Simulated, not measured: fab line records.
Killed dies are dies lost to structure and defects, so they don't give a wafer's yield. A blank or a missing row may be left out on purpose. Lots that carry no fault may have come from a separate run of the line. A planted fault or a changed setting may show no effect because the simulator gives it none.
Chamber matching :: flow sky130 :: SKY_POLY_GATE_ETCH_17 on rie si-02: 4 sister chambers
The step etches poly-Si in HBr/Cl2, stops on SiO2, target depth 180 nm, time 70.5 s. 14 wafers are shown with their chamber, then 7 later ones without.

== WAFERS WITH THEIR CHAMBER ==
wafer: L598.1
chamber: 3
oes product au (a.u.): 0.989
throttle valve pct (%): 33.686

wafer: L598.2
chamber: 0
oes product au (a.u.): 1.006
throttle valve pct (%): 33.686

wafer: L598.3
chamber: 2
oes product au (a.u.): 1.005
throttle valve pct (%): 33.677

wafer: L600.3
chamber: 1
oes product au (a.u.): 0.987
throttle valve pct (%): 33.688

wafer: L600.4
chamber: 3
oes product au (a.u.): 0.996
throttle valve pct (%): 33.693

wafer: L600.5
chamber: 1
oes product au (a.u.): 0.992
throttle valve pct (%): 33.668

wafer: L602.1
chamber: 0
oes product au (a.u.): 0.975
throttle valve pct (%): 33.677

wafer: L602.3
chamber: 1
oes product au (a.u.): 0.988
throttle valve pct (%): 33.690

wafer: L602.6
chamber: 1
oes product au (a.u.): 0.987
throttle valve pct (%): 33.681

wafer: L607.2
chamber: 1
oes product au (a.u.): 0.986
throttle valve pct (%): 33.688

wafer: L607.3
chamber: 3
oes product au (a.u.): 0.999
throttle valve pct (%): 33.679

wafer: L607.5
chamber: 1
oes product au (a.u.): 0.995
throttle valve pct (%): 33.692

wafer: L609.1
chamber: 1
oes product au (a.u.): 0.978
throttle valve pct (%): 33.680

wafer: L609.4
chamber: 3
oes product au (a.u.): 0.984
throttle valve pct (%): 33.678

SIGNATURES (means of the wafers above)
reading: oes product au
chamber 0: 0.99050
chamber 1: 0.98757
chamber 2: 1.00500
chamber 3: 0.99200
scatter within a chamber: 0.00888

reading: throttle valve pct
chamber 0: 33.68150
chamber 1: 33.68386
chamber 2: 33.67700
chamber 3: 33.68400
scatter within a chamber: 0.00774
Rule: for each reading, subtract the chamber's mean from the wafer's reading, divide by that reading's scatter and square the result; add these up over the readings and take the root, which gives the wafer's distance from the chamber. If the next closest chamber is less than 2 further off than the closest, the wafer can't be placed; otherwise it belongs to the closest. The scatter: the root of (the sum of the squares of (reading less its chamber's mean) over the shown wafers, divided by (wafers less chambers)).

== WAFERS WITH NO CHAMBER GIVEN ==
wafer: L609.6
oes product au (a.u.): 0.985
throttle valve pct (%): 33.679

wafer: L611.1
oes product au (a.u.): 0.987
throttle valve pct (%): 33.689

wafer: L611.3
oes product au (a.u.): 0.991
throttle valve pct (%): 33.668

wafer: L611.4
oes product au (a.u.): 0.990
throttle valve pct (%): 33.683

wafer: L621.1
oes product au (a.u.): 0.986
throttle valve pct (%): 33.692

wafer: L621.3
oes product au (a.u.): 0.994
throttle valve pct (%): 33.678

wafer: L621.6
oes product au (a.u.): 0.980
throttle valve pct (%): 33.689

== THE CHAMBER EACH PASSED THROUGH ==
wafer: L609.6
from the rows above: can't be placed: 1 or 0 or 3 or 2
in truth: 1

wafer: L611.1
from the rows above: can't be placed: 1 or 3 or 0 or 2
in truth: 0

wafer: L611.3
from the rows above: can't be placed: 0 or 2 or 3 or 1
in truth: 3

wafer: L611.4
from the rows above: can't be placed: 0 or 3 or 1 or 2
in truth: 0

wafer: L621.1
from the rows above: can't be placed: 1 or 3 or 0 or 2
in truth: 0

wafer: L621.3
from the rows above: can't be placed: 0 or 3 or 1 or 2
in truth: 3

wafer: L621.6
from the rows above: can't be placed: 1 or 3 or 0
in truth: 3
Correctly placed: 0 of 7. Unplaceable from these rows: 7, with the true chamber sitting among the candidates in 7. 0 placed wrongly.
